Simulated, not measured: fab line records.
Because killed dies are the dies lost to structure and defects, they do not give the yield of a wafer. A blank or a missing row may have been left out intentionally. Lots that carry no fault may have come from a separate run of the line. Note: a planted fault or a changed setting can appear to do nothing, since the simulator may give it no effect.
What tool caused it? / flow sky130 / 72 wafers from 24 lots sampled at 6 of the route's 708 steps

WHAT THE GAUGES READ, wafer by wafer
SKY_SONOS_ONO_THK_MEAS_03. Usual: SONOS_ONO_CVD_02_THK typically reads 10.58 nm, with standard deviation 0.14.
lot=L074; measured=day 11 17:53; on=filmMetro-04; SONOS_ONO_CVD_02_THK (nm)=10.68 10.80 10.85; flag=
lot=L075; measured=day 11 21:26; on=filmMetro-04; SONOS_ONO_CVD_02_THK (nm)=10.33 10.17 10.40; flag=
lot=L076; measured=day 12 05:41; on=filmMetro-03; SONOS_ONO_CVD_02_THK (nm)=10.53 10.50 10.50; flag=
lot=L077; measured=day 12 13:05; on=filmMetro-01; SONOS_ONO_CVD_02_THK (nm)=10.59 10.78 10.80; flag=
lot=L078; measured=day 12 20:32; on=filmMetro-01; SONOS_ONO_CVD_02_THK (nm)=10.90 10.83 10.81; flag=
lot=L079; measured=day 13 03:05; on=filmMetro-03; SONOS_ONO_CVD_02_THK (nm)=10.60 10.34 10.29; flag=
lot=L080; measured=day 13 12:12; on=filmMetro-03; SONOS_ONO_CVD_02_THK (nm)=10.54 10.60 10.59; flag=
lot=L081; measured=day 13 21:40; on=filmMetro-04; SONOS_ONO_CVD_02_THK (nm)=10.64 10.67 10.66; flag=
lot=L082; measured=day 14 00:31; on=filmMetro-04; SONOS_ONO_CVD_02_THK (nm)=10.87 10.88 10.80; flag=
lot=L083; measured=day 14 18:16; on=filmMetro-01; SONOS_ONO_CVD_02_THK (nm)=10.60 10.62 10.49; flag=
lot=L084; measured=day 14 18:17; on=filmMetro-04; SONOS_ONO_CVD_02_THK (nm)=10.64 10.62 10.74; flag=
lot=L085; measured=day 15 06:40; on=filmMetro-01; SONOS_ONO_CVD_02_THK (nm)=10.55 10.52 10.44; flag=
lot=L086; measured=day 15 10:52; on=filmMetro-01; SONOS_ONO_CVD_02_THK (nm)=10.39 10.40 10.42; flag=
lot=L087; measured=day 15 15:51; on=filmMetro-03; SONOS_ONO_CVD_02_THK (nm)=10.60 10.58 10.67; flag=
lot=L088; measured=day 16 09:57; on=filmMetro-04; SONOS_ONO_CVD_02_THK (nm)=10.55 10.58 10.54; flag=
lot=L089; measured=day 16 21:34; on=filmMetro-03; SONOS_ONO_CVD_02_THK (nm)=10.68 10.66 10.74; flag=
lot=L090; measured=day 16 21:34; on=filmMetro-04; SONOS_ONO_CVD_02_THK (nm)=10.60 10.36 10.48; flag=
lot=L091; measured=day 17 09:35; on=filmMetro-03; SONOS_ONO_CVD_02_THK (nm)=10.57 10.71 10.62; flag=
lot=L092; measured=day 17 16:17; on=filmMetro-03; SONOS_ONO_CVD_02_THK (nm)=10.46 10.30 10.44; flag=
lot=L093; measured=day 17 18:31; on=filmMetro-03; SONOS_ONO_CVD_02_THK (nm)=10.45 10.47 10.48; flag=
lot=L094; measured=day 18 06:32; on=filmMetro-04; SONOS_ONO_CVD_02_THK (nm)=10.53 10.57 10.52; flag=
lot=L095; measured=day 18 14:04; on=filmMetro-03; SONOS_ONO_CVD_02_THK (nm)=10.70 10.62 10.55; flag=
lot=L096; measured=day 18 21:29; on=filmMetro-01; SONOS_ONO_CVD_02_THK (nm)=10.41 10.44 10.59; flag=
lot=L097; measured=day 19 00:20; on=filmMetro-01; SONOS_ONO_CVD_02_THK (nm)=10.43 10.61 10.57; flag=

SKY_METAL2_RS_MEAS_05: uses a four-point probe to measure. Usual: METAL2_ALCU_RS typically reads 0.1267 ohm/sq, with standard deviation 0.0013.
lot=L074; measured=day 34 05:08; on=filmMetro-02; METAL2_ALCU_RS (ohm/sq)=0.1278 0.1276 0.1287; flag=
lot=L075; measured=day 34 11:51; on=filmMetro-03; METAL2_ALCU_RS (ohm/sq)=0.1258 0.1258 0.1258; flag=
lot=L076; measured=day 34 18:23; on=filmMetro-03; METAL2_ALCU_RS (ohm/sq)=0.1274 0.1274 0.1273; flag=
lot=L077; measured=day 34 23:37; on=filmMetro-03; METAL2_ALCU_RS (ohm/sq)=0.1268 0.1267 0.1297; flag=
lot=L078; measured=day 35 10:33; on=filmMetro-03; METAL2_ALCU_RS (ohm/sq)=0.1268 0.1268 0.1255; flag=
lot=L079; measured=day 35 17:02; on=filmMetro-03; METAL2_ALCU_RS (ohm/sq)=0.1256 0.1263 0.1257; flag=
lot=L080; measured=day 36 00:41; on=filmMetro-04; METAL2_ALCU_RS (ohm/sq)=0.1266 0.1257 0.1257; flag=
lot=L081; measured=day 36 12:04; on=filmMetro-03; METAL2_ALCU_RS (ohm/sq)=0.1267 0.1263 0.1261; flag=
lot=L082; measured=day 36 20:33; on=filmMetro-04; METAL2_ALCU_RS (ohm/sq)=0.1262 0.1254 0.1255; flag=
lot=L083; measured=day 37 08:44; on=filmMetro-03; METAL2_ALCU_RS (ohm/sq)=0.1262 0.1273 0.1266; flag=
lot=L084; measured=day 37 09:11; on=filmMetro-03; METAL2_ALCU_RS (ohm/sq)=0.1261 0.1289 0.1258; flag=
lot=L085; measured=day 37 16:15; on=filmMetro-02; METAL2_ALCU_RS (ohm/sq)=0.1256 0.1266 0.1267; flag=
lot=L086; measured=day 37 20:14; on=filmMetro-02; METAL2_ALCU_RS (ohm/sq)=0.1282 0.1279 0.1286; flag=
lot=L087; measured=day 38 01:46; on=filmMetro-03; METAL2_ALCU_RS (ohm/sq)=0.1263 0.1290 0.1259; flag=
lot=L088; measured=day 38 20:04; on=filmMetro-02; METAL2_ALCU_RS (ohm/sq)=0.1274 0.1292 0.1268; flag=
lot=L089; measured=day 39 06:43; on=filmMetro-04; METAL2_ALCU_RS (ohm/sq)=0.1260 0.1289 0.1258; flag=
lot=L090; measured=day 39 07:15; on=filmMetro-03; METAL2_ALCU_RS (ohm/sq)=0.1253 0.1271 0.1255; flag=
lot=L091; measured=day 39 13:22; on=filmMetro-02; METAL2_ALCU_RS (ohm/sq)=0.1249 0.1263 0.1242; flag=
lot=L092; measured=day 39 19:12; on=filmMetro-03; METAL2_ALCU_RS (ohm/sq)=0.1266 0.1262 0.1281; flag=
lot=L093; measured=day 39 23:46; on=filmMetro-02; METAL2_ALCU_RS (ohm/sq)=0.1240 0.1263 0.1270; flag=
lot=L094; measured=day 40 09:25; on=filmMetro-03; METAL2_ALCU_RS (ohm/sq)=0.1262 0.1248 0.1268; flag=
lot=L095; measured=day 40 10:17; on=filmMetro-03; METAL2_ALCU_RS (ohm/sq)=0.1254 0.1266 0.1263; flag=
lot=L096; measured=day 40 17:50; on=filmMetro-02; METAL2_ALCU_RS (ohm/sq)=0.1273 0.1259 0.1251; flag=
lot=L097; measured=day 40 20:23; on=filmMetro-04; METAL2_ALCU_RS (ohm/sq)=0.1286 0.1307 0.1299; flag=

SKY_CAPM_THK_MEAS_04: measures by xrf. Usual: CAPM_TIN_THK typically reads 201.6 nm, with standard deviation 2.8.
lot=L074; measured=day 36 13:06; on=filmMetro-01; CAPM_TIN_THK (nm)=198.9 199.3 201.0; flag=
lot=L075; measured=day 36 19:58; on=filmMetro-02; CAPM_TIN_THK (nm)=201.8 201.0 201.2; flag=
lot=L076; measured=day 37 02:40; on=filmMetro-03; CAPM_TIN_THK (nm)=205.3 203.3 204.8; flag=
lot=L077; measured=day 37 08:08; on=filmMetro-02; CAPM_TIN_THK (nm)=200.5 201.0 199.6; flag=
lot=L078; measured=day 37 18:29; on=filmMetro-03; CAPM_TIN_THK (nm)=200.8 201.7 204.6; flag=
lot=L079; measured=day 38 00:21; on=filmMetro-03; CAPM_TIN_THK (nm)=202.9 203.7 200.8; flag=
lot=L080; measured=day 38 07:43; on=filmMetro-02; CAPM_TIN_THK (nm)=197.8 200.6 197.2; flag=
lot=L081; measured=day 38 18:47; on=filmMetro-02; CAPM_TIN_THK (nm)=202.9 198.8 200.8; flag=
lot=L082; measured=day 39 03:17; on=filmMetro-02; CAPM_TIN_THK (nm)=199.7 195.4 198.7; flag=
lot=L083; measured=day 39 15:35; on=filmMetro-03; CAPM_TIN_THK (nm)=201.1 199.1 200.4; flag=
lot=L084; measured=day 39 15:45; on=filmMetro-02; CAPM_TIN_THK (nm)=198.1 201.0 199.5; flag=
lot=L085; measured=day 39 22:36; on=filmMetro-03; CAPM_TIN_THK (nm)=200.8 201.3 203.4; flag=
lot=L086; measured=day 40 02:01; on=filmMetro-01; CAPM_TIN_THK (nm)=200.7 200.3 201.4; flag=
lot=L087; measured=day 40 07:18; on=filmMetro-01; CAPM_TIN_THK (nm)=205.6 207.0 208.2; flag=
lot=L088; measured=day 41 01:05; on=filmMetro-02; CAPM_TIN_THK (nm)=197.6 195.4 198.3; flag=
lot=L089; measured=day 41 11:22; on=filmMetro-01; CAPM_TIN_THK (nm)=199.7 201.8 198.2; flag=
lot=L090; measured=day 41 12:12; on=filmMetro-03; CAPM_TIN_THK (nm)=208.4 206.8 207.6; flag=
lot=L091; measured=day 41 17:14; on=filmMetro-01; CAPM_TIN_THK (nm)=201.9 203.0 200.6; flag=
lot=L092; measured=day 41 23:10; on=filmMetro-03; CAPM_TIN_THK (nm)=202.9 202.6 204.2; flag=
lot=L093; measured=day 42 03:12; on=filmMetro-03; CAPM_TIN_THK (nm)=205.6 203.8 202.2; flag=
lot=L094; measured=day 42 12:13; on=filmMetro-01; CAPM_TIN_THK (nm)=205.1 205.6 206.9; flag=
lot=L095; measured=day 42 13:56; on=filmMetro-02; CAPM_TIN_THK (nm)=197.8 199.0 197.5; flag=
lot=L096; measured=day 42 21:37; on=filmMetro-02; CAPM_TIN_THK (nm)=202.3 203.9 202.3; flag=
lot=L097; measured=day 42 22:10; on=filmMetro-02; CAPM_TIN_THK (nm)=203.3 202.7 204.5; flag=

SKY_VIA3_THK_MEAS_01. Usual: VIA3_HDPCVD_THK typically reads 1627 nm, with standard deviation 15.
lot=L074; measured=day 38 18:54; on=filmMetro-04; VIA3_HDPCVD_THK (nm)=1670 1654 1632; flag=
lot=L075; measured=day 39 00:10; on=filmMetro-01; VIA3_HDPCVD_THK (nm)=1649 1620 1631; flag=
lot=L076; measured=day 39 07:57; on=filmMetro-02; VIA3_HDPCVD_THK (nm)=1661 1647 1630; flag=
lot=L077; measured=day 39 12:03; on=filmMetro-02; VIA3_HDPCVD_THK (nm)=1635 1633 1652; flag=
lot=L078; measured=day 39 22:53; on=filmMetro-04; VIA3_HDPCVD_THK (nm)=1618 1635 1650; flag=
lot=L079; measured=day 40 03:40; on=filmMetro-01; VIA3_HDPCVD_THK (nm)=1616 1642 1659; flag=
lot=L080; measured=day 40 11:48; on=filmMetro-04; VIA3_HDPCVD_THK (nm)=1605 1627 1598; flag=
lot=L081; measured=day 40 20:06; on=filmMetro-01; VIA3_HDPCVD_THK (nm)=1641 1627 1621; flag=
lot=L082; measured=day 41 05:47; on=filmMetro-01; VIA3_HDPCVD_THK (nm)=1602 1632 1628; flag=
lot=L083; measured=day 41 18:10; on=filmMetro-04; VIA3_HDPCVD_THK (nm)=1624 1633 1652; flag=
lot=L084; measured=day 41 19:38; on=filmMetro-01; VIA3_HDPCVD_THK (nm)=1616 1617 1626; flag=
lot=L085; measured=day 42 00:20; on=filmMetro-04; VIA3_HDPCVD_THK (nm)=1620 1621 1597; flag=
lot=L086; measured=day 42 03:55; on=filmMetro-01; VIA3_HDPCVD_THK (nm)=1591 1598 1631; flag=
lot=L087; measured=day 42 09:34; on=filmMetro-02; VIA3_HDPCVD_THK (nm)=1633 1610 1596; flag=
lot=L088; measured=day 43 01:24; on=filmMetro-01; VIA3_HDPCVD_THK (nm)=1632 1616 1641; flag=
lot=L089; measured=day 43 10:14; on=filmMetro-02; VIA3_HDPCVD_THK (nm)=1642 1626 1618; flag=
lot=L090; measured=day 43 12:31; on=filmMetro-01; VIA3_HDPCVD_THK (nm)=1628 1633 1631; flag=
lot=L091; measured=day 43 15:53; on=filmMetro-01; VIA3_HDPCVD_THK (nm)=1636 1637 1635; flag=
lot=L092; measured=day 43 22:23; on=filmMetro-01; VIA3_HDPCVD_THK (nm)=1625 1635 1627; flag=
lot=L093; measured=day 44 03:04; on=filmMetro-01; VIA3_HDPCVD_THK (nm)=1627 1624 1638; flag=
lot=L094; measured=day 44 11:58; on=filmMetro-02; VIA3_HDPCVD_THK (nm)=1649 1620 1624; flag=
lot=L095; measured=day 44 12:40; on=filmMetro-01; VIA3_HDPCVD_THK (nm)=1623 1623 1642; flag=
lot=L096; measured=day 44 20:06; on=filmMetro-01; VIA3_HDPCVD_THK (nm)=1598 1609 1606; flag=
lot=L097; measured=day 44 20:55; on=filmMetro-02; VIA3_HDPCVD_THK (nm)=1630 1617 1643; flag=

WHAT TOOL EACH LOT RAN ON (gives the tool, then ch and the chambers of the sampled wafers, and finally the start)
lot=L074; SKY_VIA1_SPUTTER_20=pvdSputter-04, day 34 04:22; SKY_METAL3_METAL_ETCH_18=rieMetal-04 ch 0,1, day 38 17:53
lot=L075; SKY_VIA1_SPUTTER_20=pvdSputter-02, day 34 11:02; SKY_METAL3_METAL_ETCH_18=rieMetal-04 ch 0,1, day 38 23:16
lot=L076; SKY_VIA1_SPUTTER_20=pvdSputter-02, day 34 17:36; SKY_METAL3_METAL_ETCH_18=rieMetal-04 ch 0,1, day 39 07:01
lot=L077; SKY_VIA1_SPUTTER_20=pvdSputter-02, day 34 22:50; SKY_METAL3_METAL_ETCH_18=rieMetal-01 ch 0,1, day 39 11:03
lot=L078; SKY_VIA1_SPUTTER_20=pvdSputter-01, day 35 09:46; SKY_METAL3_METAL_ETCH_18=rieMetal-01 ch 0,1, day 39 21:55
lot=L079; SKY_VIA1_SPUTTER_20=pvdSputter-01, day 35 16:16; SKY_METAL3_METAL_ETCH_18=rieMetal-03 ch 0,1, day 40 02:44
lot=L080; SKY_VIA1_SPUTTER_20=pvdSputter-02, day 35 23:55; SKY_METAL3_METAL_ETCH_18=rieMetal-04 ch 1, day 40 10:17
lot=L081; SKY_VIA1_SPUTTER_20=pvdSputter-02, day 36 11:17; SKY_METAL3_METAL_ETCH_18=rieMetal-01 ch 1, day 40 19:10
lot=L082; SKY_VIA1_SPUTTER_20=pvdSputter-01, day 36 19:47; SKY_METAL3_METAL_ETCH_18=rieMetal-04 ch 0,1, day 41 04:51
lot=L083; SKY_VIA1_SPUTTER_20=pvdSputter-01, day 37 07:58; SKY_METAL3_METAL_ETCH_18=rieMetal-04 ch 0,1, day 41 17:14
lot=L084; SKY_VIA1_SPUTTER_20=pvdSputter-04, day 37 08:21; SKY_METAL3_METAL_ETCH_18=rieMetal-04 ch 0,1, day 41 18:41
lot=L085; SKY_VIA1_SPUTTER_20=pvdSputter-02, day 37 15:28; SKY_METAL3_METAL_ETCH_18=rieMetal-04 ch 0,1, day 41 23:24
lot=L086; SKY_VIA1_SPUTTER_20=pvdSputter-02, day 37 19:27; SKY_METAL3_METAL_ETCH_18=rieMetal-04 ch 0,1, day 42 02:54
lot=L087; SKY_VIA1_SPUTTER_20=pvdSputter-04, day 38 00:59; SKY_METAL3_METAL_ETCH_18=rieMetal-01 ch 0,1, day 42 08:38
lot=L088; SKY_VIA1_SPUTTER_20=pvdSputter-02, day 38 19:17; SKY_METAL3_METAL_ETCH_18=rieMetal-01 ch 0,1, day 43 00:27
lot=L089; SKY_VIA1_SPUTTER_20=pvdSputter-04, day 39 05:54; SKY_METAL3_METAL_ETCH_18=rieMetal-01 ch 0,1, day 43 09:18
lot=L090; SKY_VIA1_SPUTTER_20=pvdSputter-04, day 39 06:26; SKY_METAL3_METAL_ETCH_18=rieMetal-01 ch 0,1, day 43 11:37
lot=L091; SKY_VIA1_SPUTTER_20=pvdSputter-02, day 39 12:35; SKY_METAL3_METAL_ETCH_18=rieMetal-03 ch 0,1, day 43 14:54
lot=L092; SKY_VIA1_SPUTTER_20=pvdSputter-04, day 39 18:23; SKY_METAL3_METAL_ETCH_18=rieMetal-03 ch 0,1, day 43 21:24
lot=L093; SKY_VIA1_SPUTTER_20=pvdSputter-04, day 39 22:59; SKY_METAL3_METAL_ETCH_18=rieMetal-04 ch 0,1, day 44 02:00
lot=L094; SKY_VIA1_SPUTTER_20=pvdSputter-02, day 40 08:38; SKY_METAL3_METAL_ETCH_18=rieMetal-01 ch 0,1, day 44 10:57
lot=L095; SKY_VIA1_SPUTTER_20=pvdSputter-02, day 40 09:31; SKY_METAL3_METAL_ETCH_18=rieMetal-04 ch 1, day 44 11:38
lot=L096; SKY_VIA1_SPUTTER_20=pvdSputter-02, day 40 17:02; SKY_METAL3_METAL_ETCH_18=rieMetal-01 ch 0,1, day 44 19:09
lot=L097; SKY_VIA1_SPUTTER_20=pvdSputter-02, day 40 19:34; SKY_METAL3_METAL_ETCH_18=rieMetal-01 ch 0,1, day 44 20:01
- SKY_VIA1_SPUTTER_20: material TiN, target thk 20 nm, time 80 s.
- SKY_METAL3_METAL_ETCH_18: etches the open film in Cl2/BCl3, stops on SiO2, target depth 845 nm, time 183.1 s.

AS READ BY THE TOOLS THEMSELVES (means over the sampled wafers that have a number; for cases with no such wafer, the mark the record gives instead)
SKY_VIA1_SPUTTER_20. Usual: throttleValvePct at 30.6 %, with a standard deviation of 0.93.
lot=L074; tool=pvdSputter-04; throttleValvePct (%)=29.7; flag=
lot=L075; tool=pvdSputter-02; throttleValvePct (%)=31.4; flag=
lot=L076; tool=pvdSputter-02; throttleValvePct (%)=30.7; flag=
lot=L077; tool=pvdSputter-02; throttleValvePct (%)=31.2; flag=
lot=L078; tool=pvdSputter-01; throttleValvePct (%)=30.7; flag=
lot=L079; tool=pvdSputter-01; throttleValvePct (%)=29.7; flag=
lot=L080; tool=pvdSputter-02; throttleValvePct (%)=31.0; flag=
lot=L081; tool=pvdSputter-02; throttleValvePct (%)=31.2; flag=
lot=L082; tool=pvdSputter-01; throttleValvePct (%)=29.9; flag=
lot=L083; tool=pvdSputter-01; throttleValvePct (%)=31.4; flag=
lot=L084; tool=pvdSputter-04; throttleValvePct (%)=30.0; flag=
lot=L085; tool=pvdSputter-02; throttleValvePct (%)=31.3; flag=
lot=L086; tool=pvdSputter-02; throttleValvePct (%)=31.1; flag=
lot=L087; tool=pvdSputter-04; throttleValvePct (%)=30.7; flag=
lot=L088; tool=pvdSputter-02; throttleValvePct (%)=30.6; flag=
lot=L089; tool=pvdSputter-04; throttleValvePct (%)=29.5; flag=
lot=L090; tool=pvdSputter-04; throttleValvePct (%)=30.3; flag=
lot=L091; tool=pvdSputter-02; throttleValvePct (%)=31.2; flag=
lot=L092; tool=pvdSputter-04; throttleValvePct (%)=30.5; flag=
lot=L093; tool=pvdSputter-04; throttleValvePct (%)=30.7; flag=
lot=L094; tool=pvdSputter-02; throttleValvePct (%)=30.8; flag=
lot=L095; tool=pvdSputter-02; throttleValvePct (%)=30.4; flag=
lot=L096; tool=pvdSputter-02; throttleValvePct (%)=30.5; flag=
lot=L097; tool=pvdSputter-02; throttleValvePct (%)=30.4; flag=

SKY_METAL3_METAL_ETCH_18. Usual: bcl3FlowSccm 30.01 sccm, standard deviation 0.1; drypumpMotorCurrentA 5.5 A, standard deviation 0.45; oesProductAu 0.866 a.u., standard deviation 0.0068; throttleValvePct 22.263 %, standard deviation 0.0097.
lot=L074; tool=rieMetal-04; bcl3FlowSccm (sccm)=29.96; drypumpMotorCurrentA (A)=5.2; oesProductAu (a.u.)=0.866; throttleValvePct (%)=22.260; flag=
lot=L075; tool=rieMetal-04; bcl3FlowSccm (sccm)=29.94; drypumpMotorCurrentA (A)=5.2; oesProductAu (a.u.)=0.872; throttleValvePct (%)=22.260; flag=
lot=L076; tool=rieMetal-04; bcl3FlowSccm (sccm)=29.92; drypumpMotorCurrentA (A)=5.3; oesProductAu (a.u.)=0.864; throttleValvePct (%)=22.260; flag=
lot=L077; tool=rieMetal-01; bcl3FlowSccm (sccm)=29.85; drypumpMotorCurrentA (A)=5.5; oesProductAu (a.u.)=0.874; throttleValvePct (%)=22.260; flag=
lot=L078; tool=rieMetal-01; bcl3FlowSccm (sccm)=29.98; drypumpMotorCurrentA (A)=5.5; oesProductAu (a.u.)=0.870; throttleValvePct (%)=22.260; flag=
lot=L079; tool=rieMetal-03; bcl3FlowSccm (sccm)=30.02; drypumpMotorCurrentA (A)=5.6; oesProductAu (a.u.)=0.871; throttleValvePct (%)=22.262; flag=
lot=L080; tool=rieMetal-04; bcl3FlowSccm (sccm)=30.03; drypumpMotorCurrentA (A)=5.1; oesProductAu (a.u.)=0.864; throttleValvePct (%)=22.259; flag=
lot=L081; tool=rieMetal-01; bcl3FlowSccm (sccm)=30.03; drypumpMotorCurrentA (A)=6.2; oesProductAu (a.u.)=0.881; throttleValvePct (%)=22.266; flag=
lot=L082; tool=rieMetal-04; bcl3FlowSccm (sccm)=29.95; drypumpMotorCurrentA (A)=5.2; oesProductAu (a.u.)=0.868; throttleValvePct (%)=22.265; flag=
lot=L083; tool=rieMetal-04; bcl3FlowSccm (sccm)=30.09; drypumpMotorCurrentA (A)=5.3; oesProductAu (a.u.)=0.862; throttleValvePct (%)=22.256; flag=
lot=L084; tool=rieMetal-04; bcl3FlowSccm (sccm)=29.98; drypumpMotorCurrentA (A)=5.2; oesProductAu (a.u.)=0.863; throttleValvePct (%)=22.251; flag=
lot=L085; tool=rieMetal-04; bcl3FlowSccm (sccm)=29.98; drypumpMotorCurrentA (A)=5.3; oesProductAu (a.u.)=0.863; throttleValvePct (%)=22.269; flag=
lot=L086; tool=rieMetal-04; bcl3FlowSccm (sccm)=30.08; drypumpMotorCurrentA (A)=5.3; oesProductAu (a.u.)=0.861; throttleValvePct (%)=22.269; flag=
lot=L087; tool=rieMetal-01; bcl3FlowSccm (sccm)=30.07; drypumpMotorCurrentA (A)=5.9; oesProductAu (a.u.)=0.863; throttleValvePct (%)=22.260; flag=
lot=L088; tool=rieMetal-01; bcl3FlowSccm (sccm)=30.13; drypumpMotorCurrentA (A)=5.9; oesProductAu (a.u.)=0.860; throttleValvePct (%)=22.268; flag=
lot=L089; tool=rieMetal-01; bcl3FlowSccm (sccm)=30.03; drypumpMotorCurrentA (A)=5.5; oesProductAu (a.u.)=0.871; throttleValvePct (%)=22.266; flag=
lot=L090; tool=rieMetal-01; bcl3FlowSccm (sccm)=29.99; drypumpMotorCurrentA (A)=5.5; oesProductAu (a.u.)=0.866; throttleValvePct (%)=22.260; flag=
lot=L091; tool=rieMetal-03; bcl3FlowSccm (sccm)=29.96; drypumpMotorCurrentA (A)=5.9; oesProductAu (a.u.)=0.867; throttleValvePct (%)=22.261; flag=
lot=L092; tool=rieMetal-03; bcl3FlowSccm (sccm)=30.07; drypumpMotorCurrentA (A)=5.9; oesProductAu (a.u.)=0.864; throttleValvePct (%)=22.259; flag=
lot=L093; tool=rieMetal-04; bcl3FlowSccm (sccm)=30.00; drypumpMotorCurrentA (A)=5.2; oesProductAu (a.u.)=0.863; throttleValvePct (%)=22.254; flag=
lot=L094; tool=rieMetal-01; bcl3FlowSccm (sccm)=30.02; drypumpMotorCurrentA (A)=5.9; oesProductAu (a.u.)=0.862; throttleValvePct (%)=22.256; flag=
lot=L095; tool=rieMetal-04; bcl3FlowSccm (sccm)=30.06; drypumpMotorCurrentA (A)=5.1; oesProductAu (a.u.)=0.865; throttleValvePct (%)=22.268; flag=
lot=L096; tool=rieMetal-01; bcl3FlowSccm (sccm)=30.04; drypumpMotorCurrentA (A)=5.6; oesProductAu (a.u.)=0.866; throttleValvePct (%)=22.263; flag=
lot=L097; tool=rieMetal-01; bcl3FlowSccm (sccm)=30.07; drypumpMotorCurrentA (A)=5.9; oesProductAu (a.u.)=0.868; throttleValvePct (%)=22.264; flag=

THE ANSWER, worked out from the rows above alone
Rule: a lot is off if the mean of its wafers that have a number lies more than 3 standard deviations from the usual mean. A lot without any number at a reading at which 4 lots or more have one is off too. Any other lot the step has rows for is counted as sound. First the gauges in route order, then the tools' own readings, where a lot's mean is used as printed above. The first step at which some lot is off is used, and at that step the reading that is off furthest; a lot without a number counts as furthest.
Nothing can be told from this: no lot is off at any reading shown.

WHAT WAS PUT IN BY THE SIMULATOR
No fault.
